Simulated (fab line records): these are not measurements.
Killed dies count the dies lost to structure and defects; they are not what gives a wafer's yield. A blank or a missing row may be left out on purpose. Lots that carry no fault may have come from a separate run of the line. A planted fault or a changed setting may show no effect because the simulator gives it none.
fab line records	flow gf180mcu
record: lots: 14	wafers: 42	lastDay: 34
route steps=602 shown MIM@504 M5@532 V5@544
lots that met no fault: taken from a fault-free run of the same line
startH: the number of hours between the record's first day and the start of the first shown wafer of the lot	waitH: hours since the lot's step before	" same as the row above	L1.1+2: several wafers, shown together as one row	- value missing, or start not given	* or withheld: withheld	< > ~ a bound
route shown NAME@n: names a module that has steps shown in the file, with the first one's number in the route	usual: mean and standard deviation over wafers with no fault	same: alike in all rows	chamber/n: place in a boat	sites: each site's reading	_std_site: how widely they spread, as a standard deviation	_edge_site: mean of outer sites minus mean of inner sites	radiusMm: for every site, how far away it sits from the centre of the wafer	mask NAME#n: copy n	behind: the last tool/chamber to shape the wafer	hold: cause of the lot's hold/its duration in hours/its outcome	device: the transistor (n, p or np) that didn't switch	end of line: tests of these same wafers at the route's end	step lacking rows: just its recipe	killed: dies that structure and defects cost at the first sort, which is not the same as the wafer's yield	map: per-die view of a wafer (x killed, . not killed, _ where there is no die)
set.NAME: the setting that was run; set.NAME@STEP: the one run at that earlier step	model.NAME: the simulator's own value behind a step, which no gauge read
the route's steps for a sample of lots (tables are steps, rows are wafers)
services: a tool's chamber out of use, with start hour (startH, from the record's first day; less than 0 if before it), hours out, and reason
== steps ==
step: GF_MIM_SPUTTER_01
recipe: material: TiN	targetThkNm: 30	powerW: 6500	timeS: 25	chamberPressurePa: 0.4
usual: throttleValvePct: 30.0/1.2
lot.wafer	tool	chamber	startH	waitH	throttleValvePct
L208.2	pvdSputter-02	-	571.98	0.1	30.5
L208.4	"	-	"	"	29.4
L208.5	"	-	"	"	30.7
L209.1	pvdSputter-02	-	582.42	0.1	30.7
L209.2	"	-	"	"	29.6
L209.3	"	-	"	"	29.2
L211.2	pvdSputter-03	-	586.02	0.1	30.8
L211.5	"	-	"	"	28.9
L211.6	"	-	"	"	30.7
L213.1	pvdSputter-02	-	607.27	0.1	29.3
L213.3	"	-	"	"	30.5
L213.5	"	-	"	"	29.5
L214.1	pvdSputter-02	-	615.77	0.1	29.3
L214.2	"	-	"	"	29.5
L214.4	"	-	"	"	29.1
L216.1	pvdSputter-04	-	624.00	0.1	28.1
L216.3	"	-	"	"	30.3
L216.6	"	-	"	"	30.3
L217.1	pvdSputter-04	-	636.85	0.1	27.9
L217.3	"	-	"	"	31.6
L217.4	"	-	"	"	30.3
L218.2	pvdSputter-03	-	644.06	0.1	32.4
L218.3	"	-	"	"	28.5
L218.4	"	-	"	"	30.7
L219.1	pvdSputter-03	-	650.25	0.1	28.4
L219.2	"	-	"	"	29.2
L219.3	"	-	"	"	30.7
L226.1	pvdSputter-02	-	701.76	0.1	30.7
L226.2	"	-	"	"	29.2
L226.4	"	-	"	"	29.6
L227.1	pvdSputter-04	-	710.67	0.1	30.3
L227.2	"	-	"	"	28.3
L227.3	"	-	"	"	30.4
L228.1	pvdSputter-02	-	715.98	0.1	30.6
L228.5	"	-	"	"	29.0
L228.6	"	-	"	"	29.0
L229.1	pvdSputter-03	-	716.00	0.1	28.8
L229.3	"	-	"	"	32.5
L229.5	"	-	"	"	30.9
L230.1	pvdSputter-04	-	729.52	0.1	28.0
L230.2	"	-	"	"	30.4
L230.3	"	-	"	"	31.5
step: GF_M5_DEVELOP_06
recipe: developTimeS: 60	devTempC: 21
usual: chillPlateTempC: 22.99/0.11	developTimeS: 60/0
lot.wafer	tool	chamber	startH	waitH	chillPlateTempC	developTimeS
L208.2	lithoTrack-04	0	614.43	0.2	22.95	60
L208.4	"	0	"	"	22.92	60
L208.5	"	0	"	"	23.01	60
L209.1	lithoTrack-04	0	624.56	0.2	23.04	60
L209.2	"	0	"	"	22.94	60
L209.3	"	0	"	"	22.98	60
L211.2	lithoTrack-04	0	628.98	0.2	22.99	60
L211.5	"	0	"	"	22.96	60
L211.6	"	0	"	"	23.05	60
L213.1	lithoTrack-02	0	647.91	0.2	22.95	60
L213.3	"	0	"	"	22.77	60
L213.5	"	0	"	"	22.94	60
L214.1	lithoTrack-01	0	654.61	0.2	22.89	60
L214.2	"	0	"	"	22.96	60
L214.4	"	0	"	"	22.87	60
L216.1	lithoTrack-01	0	663.91	0.2	22.89	60
L216.3	"	0	"	"	22.92	60
L216.6	"	0	"	"	22.91	60
L217.1	lithoTrack-02	0	676.86	0.2	23.13	60
L217.3	"	0	"	"	22.81	60
L217.4	"	0	"	"	23.08	60
L218.2	lithoTrack-02	-	682.24	0.2	-	-
L218.3	"	-	"	"	-	-
L218.4	"	-	"	"	-	-
L219.1	lithoTrack-01	-	689.16	0.2	-	-
L219.2	"	-	"	"	-	-
L219.3	"	-	"	"	-	-
L226.1	lithoTrack-01	0	738.01	0.2	22.90	60
L226.2	"	0	"	"	22.92	60
L226.4	"	0	"	"	22.92	60
L227.1	lithoTrack-04	0	746.31	0.2	23.19	60
L227.2	"	0	"	"	23.14	60
L227.3	"	0	"	"	22.96	60
L228.1	lithoTrack-02	0	750.91	0.2	22.97	60
L228.5	"	0	"	"	23.03	60
L228.6	"	0	"	"	22.96	60
L229.1	lithoTrack-01	0	751.46	0.2	22.90	60
L229.3	"	0	"	"	22.98	60
L229.5	"	0	"	"	22.99	60
L230.1	lithoTrack-01	0	763.41	0.2	23.02	60
L230.2	"	0	"	"	23.08	60
L230.3	"	0	"	"	23.04	60
step: GF_M5_OVL_MEAS_08
usual: M5_OVL: -2/5
lot.wafer	tool	chamber	startH	waitH	M5_OVL[nm]
L208.2	overlay-01	-	614.69	0.1	-5
L208.4	"	-	"	"	-8
L208.5	"	-	"	"	-7
L209.1	overlay-02	-	624.83	0.1	-1
L209.2	"	-	"	"	-5
L209.3	"	-	"	"	-12
L211.2	overlay-02	-	629.24	0.1	-14
L211.5	"	-	"	"	-7
L211.6	"	-	"	"	-10
L213.1	overlay-02	-	648.18	0.1	-9
L213.3	"	-	"	"	-5
L213.5	"	-	"	"	-7
L214.1	overlay-02	-	654.88	0.1	-4
L214.2	"	-	"	"	-3
L214.4	"	-	"	"	-2
L216.1	overlay-01	-	664.18	0.1	-5
L216.3	"	-	"	"	-1
L216.6	"	-	"	"	-7
L217.1	overlay-02	-	677.13	0.1	2
L217.3	"	-	"	"	-3
L217.4	"	-	"	"	-4
L218.2	overlay-02	-	682.49	0.1	-
L218.3	"	-	"	"	-
L218.4	"	-	"	"	-
L219.1	overlay-01	-	689.43	0.1	-
L219.2	"	-	"	"	-
L219.3	"	-	"	"	-
L226.1	overlay-02	-	738.28	0.1	0
L226.2	"	-	"	"	-4
L226.4	"	-	"	"	1
L227.1	overlay-01	-	746.58	0.1	-1
L227.2	"	-	"	"	-6
L227.3	"	-	"	"	2
L228.1	overlay-01	-	751.18	0.1	7
L228.5	"	-	"	"	3
L228.6	"	-	"	"	1
L229.1	overlay-01	-	751.73	0.1	2
L229.3	"	-	"	"	-1
L229.5	"	-	"	"	5
L230.1	overlay-01	-	763.68	0.1	-14
L230.2	"	-	"	"	-9
L230.3	"	-	"	"	-4
step: GF_V5_CMP_04
recipe: material: SiO2	downForcePsi: 4	platenRpm: 60	padVelocityMS: 0.94248
usual: motorCurrentA: 11.8/0.69	platenRpm: 60.00/0.044	retainingRingPressureFrac: 1.000/0.0053
lot.wafer	tool	chamber	startH	waitH	motorCurrentA	platenRpm	retainingRingPressureFrac
L208.2	cmp-01	3	615.71	0.1	12.7	59.95	0.996
L208.4	"	0	"	"	11.3	60.01	0.987
L208.5	"	2	"	"	10.8	59.98	1.008
L209.1	cmp-02	2	625.90	0.1	11.8	60.12	1.001
L209.2	"	0	"	"	12.7	60.09	1.000
L209.3	"	1	"	"	10.7	59.95	0.997
L211.2	cmp-02	1	630.43	0.2	11.9	60.06	0.993
L211.6	"	2	"	"	12.0	59.97	0.997
L211.5	"	3	"	"	11.5	60.01	1.000
L213.1	cmp-01	1	649.25	0.1	11.6	59.94	0.997
L213.3	"	3	"	"	12.5	60.01	0.997
L213.5	"	1	"	"	11.2	60.01	0.996
L214.1	cmp-01	3	655.90	0.1	13.6	59.95	1.001
L214.2	"	0	"	"	11.2	60.04	1.000
L214.4	"	1	"	"	11.5	59.96	0.990
L216.3	cmp-02	0	665.21	0.1	12.5	59.98	0.997
L216.1	"	2	"	"	11.9	60.03	0.995
L216.6	"	3	"	"	11.6	60.03	1.001
L217.1	cmp-01	0	678.22	0.1	11.0	60.00	0.995
L217.4	"	1	"	"	12.8	60.14	0.992
L217.3	"	2	"	"	11.0	59.94	0.995
L226.4	cmp-02	3	739.26	0.0	11.9	60.00	0.998
L226.1	"	0	"	"	12.1	59.99	1.007
L226.2	"	2	"	"	10.9	60.03	1.002
L227.2	cmp-02	0	747.56	0.0	12.8	60.03	0.992
L227.1	"	1	"	"	11.9	60.00	1.003
L227.3	"	3	"	"	12.3	60.00	1.006
L228.1	cmp-02	2	752.57	0.4	11.6	59.96	0.994
L228.6	"	3	"	"	11.5	60.06	1.003
L228.5	"	0	"	"	11.5	60.05	1.000
L229.3	cmp-01	1	752.70	0.0	11.9	60.00	0.998
L229.1	"	3	"	"	12.7	59.96	0.994
L229.5	"	2	"	"	10.9	59.95	0.992
L230.2	cmp-02	2	764.65	0.0	11.3	60.00	0.996
L230.3	"	3	"	"	11.8	60.00	1.004
L230.1	"	0	"	"	12.8	60.08	1.008
== services ==
tool	chamber	startH	hours	kind
cmp-01	-	562.17	1.8	repair
pvdSputter-04	-	564.96	0.5	repair
cmp-02	-	572.04	4.0	pm
cmp-02	-	576.04	-	consumableReplace:conditioner
cmp-02	-	576.04	-	consumableReplace:pad
cmp-02	-	579.70	4.5	pm
cmp-02	-	601.50	0.3	repair
cmp-01	-	628.71	3.6	repair
cmp-02	-	644.95	5.6	repair
cmp-02	-	681.65	0.4	repair
pvdSputter-03	-	711.44	0.9	repair
cmp-02	-	712.00	3.0	repair
pvdSputter-03	-	741.07	2.1	repair
cmp-01	-	744.00	4.0	pm
cmp-01	-	748.00	-	consumableReplace:conditioner
cmp-01	-	748.00	-	consumableReplace:pad
== key ==
firstSign: step: GF_M5_DEVELOP_06	reading: toolRecord	direction: missing
effect none on later readings
metAt GF_M5_DEVELOP_06
struckLots L218,L219
laterRowsLeftOut L218.2,L218.3,L218.4,L219.1,L219.2,L219.3
sortLeftOut L218.2,L218.3,L218.4,L219.1,L219.2,L219.3
notActingAt GF_MIM_SPUTTER_01,GF_M5_OVL_MEAS_08,GF_V5_CMP_04
onsetBetween 676.86 682.24
fault: kind: skippedStepWhole	tool: lithoTrack-01,lithoTrack-02	chamber: -	onsetH: 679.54	steps: GF_M5_DEVELOP_06	scope: struckLotsOnly
sortLeftOut: the simulated sort isn't trusted on such a fault, so these wafers' sort isn't shown, and their yield isn't known
laterRowsLeftOut: the simulator's readings of these wafers behind a module that went badly wrong aren't trusted and aren't shown, but for the sort
